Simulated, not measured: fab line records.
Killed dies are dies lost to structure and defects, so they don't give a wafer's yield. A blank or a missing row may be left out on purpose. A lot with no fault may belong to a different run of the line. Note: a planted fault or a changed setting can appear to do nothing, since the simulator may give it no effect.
fab line records	flow gf180mcu	part 2 of 2: steps 35 to 45 of 45
record: lots: 5	wafers: 15	last-day: 33
route steps=602 shown MVSD@136 NWELL@137 LVPWELL@138 MVPSD@139 VT_IMPLANT@140 DUAL_GATE@141 POLY_GATE@157 HV_LDD@176
lots untouched by any fault: they come from a run of this same line in which no faults occurred
start-h: the number of hours between the record's first day and the start of the first shown wafer of the lot	wait-h: how many hours have passed since the lot's step before this one	" as in the row above	L1.1+2: a single row standing in for several wafers	- no value present, or no start provided	* or withheld: withheld	< > ~ a bound
route shown NAME@n: a module of which the file shows steps, and the number in the route of the first	usual: average and standard deviation across the fault-free wafers	same: alike in all rows	chamber/n: place in a boat	sites: readings site by site	_std_site: standard deviation of those values	_edge_site: the outer-site mean with the inner-site mean subtracted	radius-mm: how far each site lies from the wafer's centre	mask NAME#n: copy n	behind: the tool/chamber that last shaped the wafer	hold: why the lot was held/for how many hours/how that ended	device: transistor that didn't switch, given as n, p or np	end of line: the route-end tests of the same wafers	for a step that has no rows: nothing shown but its recipe	killed: at the first sort, the dies lost to defects and structure; wafer yield is something else	map: the dies of a wafer, with x for killed, . for not killed, _ for no die there
set.NAME: the setting as run; set.NAME@STEP: as run at that earlier step	model.NAME: the simulator's own value behind a step, which no gauge read
lots at selected steps of the route; one table per step, one row per wafer
services: the hour from which a tool's chamber was out of use, counted from the record's first day as start-h (under 0 if before that day), plus the number of hours and why
== steps ==
step: GF_POLY_GATE_ETCH_13
recipe: target: poly-Si	target-depth-nm: 198.5	stop-on: SiO2	over-etch-frac: 0.403	chemistry: HBr/Cl2	icp-w: 400	bias-w: 100	pressure-mtorr: 10	HBr_flow_sccm: 150	Cl2_flow_sccm: 50	time-s: 69.6
usual: bias-w: 100.01/0.3	drypump-motor-current-A: 5.6/0.41	oes-product-au: 0.993/0.0083	throttle-valve-pct: 33.686/0.0097
lot.wafer	tool	chamber	start-h	wait-h	bias-w	drypump-motor-current-A	oes-product-au	rf-hours-counter-h	throttle-valve-pct
L074.3	rie-si-02	0	196.25	-	100.11	5.7	0.993	1	33.679
L074.4	"	2	"	"	100.02	5.5	0.994	1	33.692
L074.6	"	2	"	"	100.29	5.5	1.009	-	33.678
L077.3	rie-si-02	0	215.60	-	99.90	5.7	0.985	1	33.678
L077.5	"	1	"	"	99.77	6.2	0.980	-	33.688
L077.6	"	0	"	"	99.93	5.7	0.998	-	33.679
L084.1	rie-si-02	0	273.09	-	100.47	5.7	0.992	2	33.696
L084.2	"	3	"	"	100.04	5.6	0.985	0	33.703
L084.4	"	2	"	"	99.65	5.5	0.991	2	33.672
L090.1	rie-si-01	2	315.50	-	99.83	5.3	1.001	0	33.668
L090.3	"	0	"	"	99.76	5.7	0.989	2	33.692
L090.4	"	3	"	"	99.95	4.9	0.999	21	33.680
L092.1	rie-si-02	1	331.65	-	99.72	6.2	0.999	2	33.689
L092.2	"	0	"	"	100.23	5.6	1.004	2	33.676
L092.6	"	2	"	"	99.97	5.5	1.006	-	33.687
step: GF_POLY_GATE_STRIP_14
recipe: chemistry: O2/N2	power-w: 1400	pressure-mtorr: 1500	platen-temp-c: 250	o2-flow-sccm: 3000	n2-flow-sccm: 300	overash-fraction: 0.5
usual: drypump-motor-current-A: 6.04/0.29	heater-power-w: 347/35	oes-product-au: 0.505/0.0049
lot.wafer	tool	chamber	start-h	wait-h	drypump-motor-current-A	heater-power-w	oes-product-au	rf-hours-counter-h
L074.3	plasma-asher-04	1	196.34	0.1	5.90	324	0.510	-
L074.4	"	0	"	"	6.20	303	0.505	-
L074.6	"	0	"	"	6.20	301	0.501	-
L077.3	plasma-asher-01	0	215.68	0.1	6.10	340	0.504	-
L077.5	"	1	"	"	6.47	412	0.497	-
L077.6	"	0	"	"	6.07	336	0.497	-
L084.1	plasma-asher-04	0	273.15	0.0	6.23	303	0.505	47
L084.2	"	1	"	"	5.90	336	0.500	47
L084.4	"	0	"	"	6.23	295	0.498	-
L090.1	plasma-asher-04	0	315.55	0.0	6.22	297	0.508	51
L090.3	"	0	"	"	6.20	303	0.506	-
L090.4	"	1	"	"	5.92	326	0.502	-
L092.1	plasma-asher-01	0	331.70	0.0	6.07	340	0.507	22
L092.2	"	1	"	"	6.46	415	0.504	22
L092.6	"	1	"	"	6.51	402	0.510	-
step: GF_POLY_GATE_CLEAN_15
recipe: chemistry: SC1/SC2	mix: 1:4:20	temp-c: 70	time-s: 150	dry: n2-spin
lot.wafer	tool	chamber	start-h	wait-h
L074.3+4+6	wet-bench-03	0	196.41	0.0
L077.3+5+6	wet-bench-04	1	215.75	0.0
L084.1+2+4	wet-bench-04	2	273.32	0.1
L090.1+3+4	wet-bench-04	2	315.65	0.1
L092.1+2+6	wet-bench-03	0	331.80	0.1
step: GF_POLY_GATE_OXIDATION_16
recipe: temp-c: 850	ambient: O2	stabilise-s: 600	purge-s: 300	target-thk-a: 40	ox-time-s: 899
usual: zone-power-bottom-pct: 23.6/0.73
same: purge-s: 300
lot.wafer	tool	chamber	start-h	wait-h	zone-power-bottom-pct
L074.3	furnace-01	0	197.41	0.9	24.3
L074.4	"	0	"	"	23.7
L074.6	"	0	"	"	24.4
L077.3	furnace-02	0	216.51	0.7	22.9
L077.5	"	0	"	"	23.1
L077.6	"	0	"	"	22.8
L084.1	furnace-01	0	273.37	0.0	24.4
L084.2	"	0	"	"	24.3
L084.4	"	0	"	"	24.2
L090.1	furnace-02	0	315.70	0.0	23.3
L090.3	"	0	"	"	23.0
L090.4	"	0	"	"	22.9
L092.1	furnace-01	0	332.96	1.1	24.7
L092.2	"	0	"	"	24.1
L092.6	"	0	"	"	24.1
step: GF_POLY_GATE_THK_MEAS_17
recipe: reads: SiO2_of_POLY_GATE_OXIDATION_16
usual: POLY_GATE_OXIDATION_THK: 3.99/0.092
lot.wafer	tool	chamber	start-h	wait-h	POLY_GATE_OXIDATION_THK[nm]
L074.3	film-metro-01	-	198.67	0.0	4.06
L074.4	"	-	"	"	4.11
L074.6	"	-	"	"	4.10
L077.3	film-metro-03	-	217.78	0.0	4.09
L077.5	"	-	"	"	4.14
L077.6	"	-	"	"	4.22
L084.1	film-metro-01	-	274.62	0.0	3.94
L084.2	"	-	"	"	3.98
L084.4	"	-	"	"	3.88
L090.1	film-metro-03	-	316.95	0.0	4.04
L090.3	"	-	"	"	4.13
L090.4	"	-	"	"	4.14
L092.1	film-metro-01	-	334.21	0.0	3.95
L092.2	"	-	"	"	3.97
L092.6	"	-	"	"	3.95
step: GF_POLY_GATE_CD_MEAS_18
usual: cd-nm: 280.2/2.1
lot.wafer	tool	chamber	start-h	wait-h	cd-nm
L074.3	cd-sem-01	-	198.77	0.1	282.4
L074.4	"	-	"	"	278.9
L074.6	"	-	"	"	278.4
L077.3	cd-sem-01	-	217.88	0.1	281.6
L077.5	"	-	"	"	281.2
L077.6	"	-	"	"	282.9
L084.1	cd-sem-02	-	274.68	0.1	278.1
L084.2	"	-	"	"	279.0
L084.4	"	-	"	"	276.1
L090.1	cd-sem-02	-	317.01	0.1	275.7
L090.3	"	-	"	"	281.5
L090.4	"	-	"	"	278.4
L092.1	cd-sem-01	-	334.27	0.1	281.1
L092.2	"	-	"	"	278.4
L092.6	"	-	"	"	275.0
step: GF_HV_LDD_DEHYDRATE_00
recipe: temp-c: 200	time-s: 60
lot.wafer	tool	chamber	start-h	wait-h
L074.3+4+6	litho-track-03	0	207.00	8.2
L077.3+5+6	litho-track-02	0	226.95	9.0
L084.1+2+4	litho-track-03	0	283.89	9.2
L090.1+3+4	litho-track-02	0	326.60	9.6
L092.1+2+6	litho-track-02	0	343.85	9.5
step: GF_HV_LDD_HMDS_01
recipe: prime-time-s: 60	prime-temp-c: 120
lot.wafer	tool	chamber	start-h	wait-h
L074.3+4+6	litho-track-03	0	207.15	0.1
L077.3+5+6	litho-track-02	0	227.10	0.1
L084.1+2+4	litho-track-03	0	284.04	0.1
L090.1+3+4	litho-track-02	0	326.75	0.1
L092.1+2+6	litho-track-02	0	344.00	0.1
step: GF_HV_LDD_COAT_02
recipe: resist: NOVOLAK	spin-rpm: 3000	resist-thk-nm: 1000
lot.wafer	tool	chamber	start-h	wait-h
L074.3+4+6	litho-track-03	0	207.30	0.1
L077.3+5+6	litho-track-02	0	227.25	0.1
L084.1+2+4	litho-track-03	0	284.19	0.1
L090.1+3+4	litho-track-02	0	326.90	0.1
L092.1+2+6	litho-track-02	0	344.15	0.1
step: GF_HV_LDD_SOFTBAKE_03
recipe: temp-c: 90	time-s: 60	resist: NOVOLAK
lot.wafer	tool	chamber	start-h	wait-h
L074.3+4+6	litho-track-03	0	207.45	0.1
L077.3+5+6	litho-track-02	0	227.40	0.1
L084.1+2+4	litho-track-03	0	284.34	0.1
L090.1+3+4	litho-track-02	0	327.05	0.1
L092.1+2+6	litho-track-02	0	344.30	0.1
step: GF_HV_LDD_EXPOSE_04
recipe: mask-id: Nplus_LV_AREA	target-cd-nm: 400	na: 0.6	source-shape: conventional	sigma-outer: 0.6	dose-mj: 140
same: sigma-outer: 0.6
lot.wafer	tool	chamber	start-h	wait-h	mask
L074.3+4+6	iline-stepper-02	0	-	-	Nplus_LV_AREA#0
L077.3+5+6	iline-stepper-01	0	-	-	Nplus_LV_AREA#0
L084.1+2+4	iline-stepper-01	0	-	-	Nplus_LV_AREA#0
L090.1+3+4	iline-stepper-01	0	-	-	Nplus_LV_AREA#0
L092.1+2+6	iline-stepper-01	0	-	-	Nplus_LV_AREA#0
== services ==
tool	chamber	start-h	hours	kind
plasma-asher-04	-	139.65	28.1	pm
furnace-02	-	151.49	2.2	repair
furnace-02	-	171.51	3.3	pm
rie-diel-01	-	171.98	0.2	repair
plasma-asher-04	-	173.41	0.6	repair
krf-scanner-02	-	178.69	1.0	pm
plasma-asher-04	-	180.12	3.7	repair
iline-stepper-01	-	183.13	1.7	repair
krf-scanner-02	-	192.36	1.9	repair
iline-stepper-01	-	196.73	0.6	repair
krf-scanner-02	-	215.45	0.8	pm
krf-scanner-02	-	221.28	1.5	repair
rie-diel-01	2	237.16	49.8	repair
furnace-02	-	243.25	2.8	pm
rie-diel-01	0	244.86	9.0	repair
furnace-01	-	264.25	4.4	pm
plasma-asher-04	-	274.91	2.8	pm
iline-stepper-02	-	283.11	4.4	pm
rie-si-02	0	291.22	3.1	repair
iline-stepper-01	-	292.14	1.7	pm
wet-bench-02	-	294.91	4.3	repair
plasma-asher-01	-	304.10	3.2	repair
iline-stepper-01	-	313.72	1.0	repair
furnace-02	-	339.27	3.3	pm
